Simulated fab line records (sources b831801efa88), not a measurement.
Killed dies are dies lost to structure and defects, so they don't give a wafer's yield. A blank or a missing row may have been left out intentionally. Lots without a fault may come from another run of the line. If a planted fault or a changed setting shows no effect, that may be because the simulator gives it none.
Struck lot and sound lot, side by side | flow gf180mcu | 44 steps out of a route of 602
Sound: the wafers L397.2, L397.3, L397.4. Wafers struck: L402.2, L402.5, L402.6. The cause comes at the end.
At each step with rows: each side's tool, then ch and its chambers, then its first start. Under that, the readings that differ: sound wafers | struck wafers | difference of the means | sigmas: that difference in standard deviations of wafers without a fault.
alike: readings whose means differ by less than 2 such deviations, and words and numbers that are the same on both sides. not compared: withheld readings, readings that some wafer has no value for, bounds like >300 that may hide the same value, and numbers for which the record gives no deviation and whose values overlap.
The two part at a step that has a row with sigmas, a row that says differs or no value, or rows on one side only. When numbers do not overlap yet have no deviation, they are printed without sigmas and do not part them. Lack of a reading on every wafer of one side parts them only where that side has two or more wafers.

first, 2 steps without rows for these wafers: GF_DNWELL_DEVELOP_06 (develop time 60 s); GF_DNWELL_IMPLANT_07.
GF_DNWELL_STRIP_08: strips in O2/N2.
  sound on plasma-asher-01 ch 0,1, day 3 22:47; struck on plasma-asher-04 ch 0,1, day 4 23:19
  alike: drypump-motor-current-A, heater-power-w, oes-product-au, strip-time-to-endpoint-s
  not compared: rf-hours-counter-h
GF_DNWELL_TW_MEAS_09:
  sound on film-metro-02 at day 3 22:54; struck on film-metro-04 at day 4 23:26
  alike: DNWELL_TW
then, 7 steps without rows for these wafers: GF_NWELL_DEHYDRATE_00 (time 60 s); GF_NWELL_HMDS_01 (prime time 60 s); GF_NWELL_COAT_02 (resist thk 3000 nm); GF_NWELL_SOFTBAKE_03; GF_NWELL_EXPOSE_04 (exposes mask Nwell, target cd 860 nm); GF_NWELL_PEB_05; GF_NWELL_DEVELOP_06 (develop time 60 s).
GF_NWELL_OVL_MEAS_07:
  sound on overlay-02 at day 4 11:29; struck on overlay-01 at day 5 13:06
  alike: NWELL_OVL
GF_NWELL_IMPLANT_08:
  sound on implanter-01 ch 0, day 4 11:32; struck on implanter-01 ch 0, day 5 13:09
  reading                   | sound                | struck               | difference | sigmas
  beam-energy-keV           | 450.30 449.92 449.87 | 471.56 471.61 471.83 | +21.64     | +99 or more
  model.implant.rp-nm (nm)  | 539.1 539.1 539.1    | 582.7 582.7 582.7    | +43.6      |
  model.implant.drp-nm (nm) | 123.9 123.9 123.9    | 126.7 126.7 126.7    | +2.8       |
following that, these wafers have no rows for 1 step: GF_NWELL_IMPLANT_09.
GF_NWELL_STRIP_10: strips in O2/N2.
  sound on plasma-asher-03 ch 0,1, day 4 11:49; struck on plasma-asher-03 ch 0,1, day 5 13:26
  alike: drypump-motor-current-A, heater-power-w, oes-product-au, strip-time-to-endpoint-s
  not compared: rf-hours-counter-h
GF_NWELL_TW_MEAS_11:
  sound on film-metro-02 at day 4 11:55; struck on film-metro-02 at day 5 13:32
  reading  | sound          | struck         | difference | sigmas
  NWELL_TW | 1569 1570 1568 | 1592 1584 1587 | +19        | +3
then, 7 steps without rows for these wafers: GF_LVPWELL_DEHYDRATE_00 (time 60 s); GF_LVPWELL_HMDS_01 (prime time 60 s); GF_LVPWELL_COAT_02 (resist thk 3000 nm); GF_LVPWELL_SOFTBAKE_03; GF_LVPWELL_EXPOSE_04 (exposes mask LVPWELL, target cd 600 nm); GF_LVPWELL_PEB_05; GF_LVPWELL_DEVELOP_06 (develop time 60 s).
GF_LVPWELL_OVL_MEAS_07:
  sound on overlay-01 at day 5 01:54; struck on overlay-02 at day 6 03:17
  alike: LVPWELL_OVL
then, 2 steps without rows for these wafers: GF_LVPWELL_IMPLANT_08; GF_LVPWELL_IMPLANT_09.
GF_LVPWELL_STRIP_10: strips in O2/N2.
  sound on plasma-asher-03 ch 0,1, day 5 02:14; struck on plasma-asher-04 ch 0,1, day 6 03:37
  alike: drypump-motor-current-A, heater-power-w, oes-product-au, strip-time-to-endpoint-s
  not compared: rf-hours-counter-h
GF_LVPWELL_TW_MEAS_11:
  sound on film-metro-02 at day 5 02:20; struck on film-metro-03 at day 6 03:43
  alike: LVPWELL_TW
then, 7 steps without rows for these wafers: GF_MVSD_DEHYDRATE_00 (time 60 s); GF_MVSD_HMDS_01 (prime time 60 s); GF_MVSD_COAT_02 (resist thk 3000 nm); GF_MVSD_SOFTBAKE_03; GF_MVSD_EXPOSE_04 (exposes mask MVSD, target cd 1000 nm); GF_MVSD_PEB_05; GF_MVSD_DEVELOP_06 (develop time 60 s).
GF_MVSD_OVL_MEAS_07:
  sound on overlay-02 at day 5 15:41; struck on overlay-02 at day 6 18:11
  alike: MVSD_OVL
then, 2 steps without rows for these wafers: GF_MVSD_IMPLANT_08; GF_MVSD_IMPLANT_09.
GF_MVSD_STRIP_10: strips in O2/N2.
  sound on plasma-asher-03 ch 0,1, day 5 16:01; struck on plasma-asher-04 ch 0,1, day 6 18:31
  alike: drypump-motor-current-A, heater-power-w, oes-product-au, strip-time-to-endpoint-s
  not compared: rf-hours-counter-h
GF_MVSD_TW_MEAS_11:
  sound on film-metro-04 at day 5 16:07; struck on film-metro-03 at day 6 18:38
  alike: MVSD_TW
then, 2 steps without rows for these wafers: GF_MVPSD_DEHYDRATE_00 (time 60 s); GF_MVPSD_HMDS_01 (prime time 60 s).
-- the record jumps here: 3 days lie between the struck wafers' starts before and after --
GF_VT_IMPLANT_RS_MEAS_47: measurement is done with a four-point probe.
  sound on film-metro-03 at day 8 22:23; struck on film-metro-03 at day 10 05:10
  reading           | sound             | struck            | difference | sigmas
  NWELL_RS (ohm/sq) | 489.2 487.8 488.4 | 485.1 483.8 485.0 | -3.8       | -3
GF_PASSIVATION_PROBE_99:
  rows exist in the record for the sound wafers here (prober-02, day 30 16:26), none for the struck ones

## WHERE THEY PART
At GF_NWELL_IMPLANT_08 first; at GF_PASSIVATION_PROBE_99 last (within this record only).

WHY: whatever the simulator had introduced
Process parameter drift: implanter-01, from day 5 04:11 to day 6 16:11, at GF_NWELL_IMPLANT_08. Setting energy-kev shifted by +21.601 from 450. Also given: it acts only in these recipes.
